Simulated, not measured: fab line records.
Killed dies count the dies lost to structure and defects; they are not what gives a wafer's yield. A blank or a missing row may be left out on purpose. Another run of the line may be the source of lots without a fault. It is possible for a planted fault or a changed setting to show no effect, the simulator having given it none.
Which tool was responsible?	flow gf180mcu	Sampling: 6 lots, 18 wafers, 4 of 602 route steps

== WHAT THE GAUGES READ, wafer by wafer ==
GF_V5_THK_MEAS_03.
lot	measured	on	V5_CVD_02_THK (nm)
L460	day 28 09:28	film metro-01	1426 1424 1439
L462	day 29 01:16	film metro-01	1476 1471 1473
L466	day 30 05:54	film metro-01	1422 1436 1462
L468	day 30 20:47	film metro-01	1444 1448 1484
L470	day 31 06:04	film metro-02	1996 1443 2016
L472	day 31 20:11	film metro-02	1428 1441 1457

== TOOL THAT RAN EACH LOT (tool first, then ch and the chambers of the sampled wafers, then the start) ==
lot	GF_MIM_SPUTTER_02	GF_MIM_SPUTTER_04	GF_V5_CVD_02
L460	pvd sputter-03, day 26 16:20	pvd sputter-03, day 26 16:23	pecvd-04 ch 0,1, day 28 09:22
L462	pvd sputter-02, day 27 08:10	pvd sputter-02, day 27 08:14	pecvd-03 ch 1,2, day 29 01:07
L466	pvd sputter-01, day 28 15:08	pvd sputter-01, day 28 15:11	pecvd-04 ch 0,2, day 30 05:47
L468	pvd sputter-01, day 29 06:08	pvd sputter-01, day 29 06:11	pecvd-03 ch 0,2, day 30 20:41
L470	pvd sputter-01, day 29 16:08	pvd sputter-01, day 29 16:11	pecvd-03 ch 0,1,2, day 31 05:56
L472	pvd sputter-03, day 30 07:09	pvd sputter-03, day 30 07:12	pecvd-02 ch 1,2, day 31 20:01
- GF_MIM_SPUTTER_02: material AlCu, target thk 450 nm, time 23.9 s.
- GF_MIM_SPUTTER_04: material TiN, target thk 50 nm, time 41.7 s.
- GF_V5_CVD_02: deposits SiO2 from TEOS, target thk 1450 nm, time 163.28 s.

== THE ANSWER, worked out from the rows above alone ==
Rule: the usual values come from the lots themselves. Put in order of their means at a reading, lots are off if they are a third of the lots or fewer, leave a main group of 4 or more, and stand apart from it by a gap of 3 or more times the standard deviation of the main group's means; of several such gaps the widest counts. If all means in a main group match to the digits the tables above print for the reading, that group is not used. A lot without any number at a reading at which 4 lots or more have one is off too. Any other lot the step has rows for is counted as sound.
Off: L470, seen at GF_V5_THK_MEAS_03 (V5_CVD_02_THK). For the main group the mean is 1449 nm and the standard deviation 15.
If a tool, at a process step before that reading, ran all the lots that are off and no sound lot after the first of them, it fits. Those tools and the gauges at GF_V5_THK_MEAS_03 are tried in the same way. This does not decide it: 2 tools fit, namely pvd sputter-01 at GF_MIM_SPUTTER_02 and GF_MIM_SPUTTER_04 and pecvd-03 at GF_V5_CVD_02.

== WHAT THE SIMULATOR PUT IN ==
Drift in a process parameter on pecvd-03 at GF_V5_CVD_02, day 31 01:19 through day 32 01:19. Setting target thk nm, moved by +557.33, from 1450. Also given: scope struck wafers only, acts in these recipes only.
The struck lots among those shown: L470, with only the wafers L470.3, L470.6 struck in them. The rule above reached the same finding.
